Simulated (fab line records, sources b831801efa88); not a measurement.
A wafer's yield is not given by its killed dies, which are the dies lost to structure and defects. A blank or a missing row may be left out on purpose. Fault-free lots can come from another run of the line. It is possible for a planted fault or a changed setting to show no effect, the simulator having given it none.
A lot that was struck, set against a sound lot    flow sfqLine    14 steps out of a route of 325
Sound: these wafers, L632.2, L632.3, L632.5. Wafers L640.1, L640.3, L640.5 were the ones struck. The cause is named last.
For every step that has rows: the tool of each side, followed by ch and its chambers, followed by its first start. Under that, the readings that differ: sound wafers    struck wafers    difference of the means    sigmas: that difference in standard deviations of wafers without a fault.
alike: readings whose means differ by less than 2 such deviations, and words and numbers that are the same on both sides. not compared: withheld readings, readings that some wafer has no value for, bounds like >300 that may hide the same value, and numbers for which the record gives no deviation and whose values overlap.
Wherever a step has rows on one side only, a row that says differs or no value, or a row with sigmas, the two part there. When numbers do not overlap yet have no deviation, they are printed without sigmas and do not part them. A reading missing from all wafers of one side parts the sides only when that side holds two or more wafers.

SFQ_TRILAYER_JJ_CE_BARC_OPEN_RIE_150: chemistry O2, target BARC, target depth 240 nm, time 80 s.
  sound on rieMetal-03 ch 1, day 53 07:22; struck on rieMetal-03 ch 0,1, day 56 01:16
  alike: chamberPressureMTorr, drypumpMotorCurrentA, oesProductAu
  not compared: rfHoursCounterH
SFQ_TRILAYER_JJ_CE_ETCH_RIE_118: chemistry SF6, target Nb, stops on Al2O3, time 97.7 s, target depth 170 nm.
  sound on rieMetal-03 ch 1, day 53 07:27; struck on rieMetal-03 ch 0,1, day 56 01:21
  alike: chamberPressureMTorr, drypumpMotorCurrentA, oesProductAu
  not compared: rfHoursCounterH
next, for these wafers, 1 step has no rows: SFQ_TRILAYER_JJ_ANODIZE_ANODIZE_119.
SFQ_TRILAYER_JJ_CE_STRIP_STRIP_120: strips in O2.
  sound on rieMetal-03 ch 0,1, day 53 08:04; struck on rieMetal-03 ch 0,1, day 56 01:58
  alike: chamberPressureMTorr, drypumpMotorCurrentA, oesProductAu
  not compared: rfHoursCounterH
then, 7 steps without rows for these wafers: SFQ_TRILAYER_JJ_CE_STRIP_SOLV_CLEAN_121 (cleans in NMP, time 600 s); SFQ_TRILAYER_M5_LITHO_COAT_128 (resist thk 62 nm); SFQ_TRILAYER_M5_LITHO_COAT_123 (resist thk 600 nm); SFQ_TRILAYER_M5_LITHO_SOFTBAKE_127; SFQ_TRILAYER_M5_LITHO_EXPOSE_124 (exposes mask M5, target cd 700 nm); SFQ_TRILAYER_M5_LITHO_PEB_126 (peb time 60 s); SFQ_TRILAYER_M5_LITHO_DEVELOP_125 (time 60 s).
-- the record jumps here: 5 days lie between the struck wafers' starts before and after --
SFQ_M5_OVL_MEAS_932:
  sound on overlay-02, day 53 17:17; struck on overlay-01, day 61 11:57
reading      sound        struck  difference  sigmas
M5_OVL (nm)  -18 -20 -19  2 0 4   +21         +3
SFQ_TRILAYER_M5_BARC_OPEN_METAL_ETCH_161: etches BARC in O2, target depth 125 nm, time 41.7 s.
  sound on rieMetal-04 ch 0,1, day 53 17:19; struck on rieMetal-04 ch 0, day 61 11:59
reading                       sound                 struck                difference  sigmas
chamberPressureMTorr (mTorr)  10.003 10.001 10.004  12.004 11.990 11.989  +1.992      +99 or more
  alike: drypumpMotorCurrentA, oesProductAu
  not compared: rfHoursCounterH
SFQ_TRILAYER_M5_ETCH_METAL_ETCH_126: etches Nb in Cl2/BCl3, stops on SiO2, time 203.2 s, target depth 265 nm.
  sound on rieMetal-04 ch 0,1, day 53 17:22; struck on rieMetal-04 ch 0, day 61 12:07
reading              sound              struck             difference  sigmas
oesProductAu (a.u.)  0.730 0.735 0.741  0.722 0.721 0.721  -0.014      -2
  alike: chamberPressureMTorr, drypumpMotorCurrentA
  not compared: rfHoursCounterH

WHERE THEY PART
Earliest at SFQ_M5_OVL_MEAS_932; latest, in this record, at SFQ_TRILAYER_M5_ETCH_METAL_ETCH_126.

WHY: what had been put in by the simulator
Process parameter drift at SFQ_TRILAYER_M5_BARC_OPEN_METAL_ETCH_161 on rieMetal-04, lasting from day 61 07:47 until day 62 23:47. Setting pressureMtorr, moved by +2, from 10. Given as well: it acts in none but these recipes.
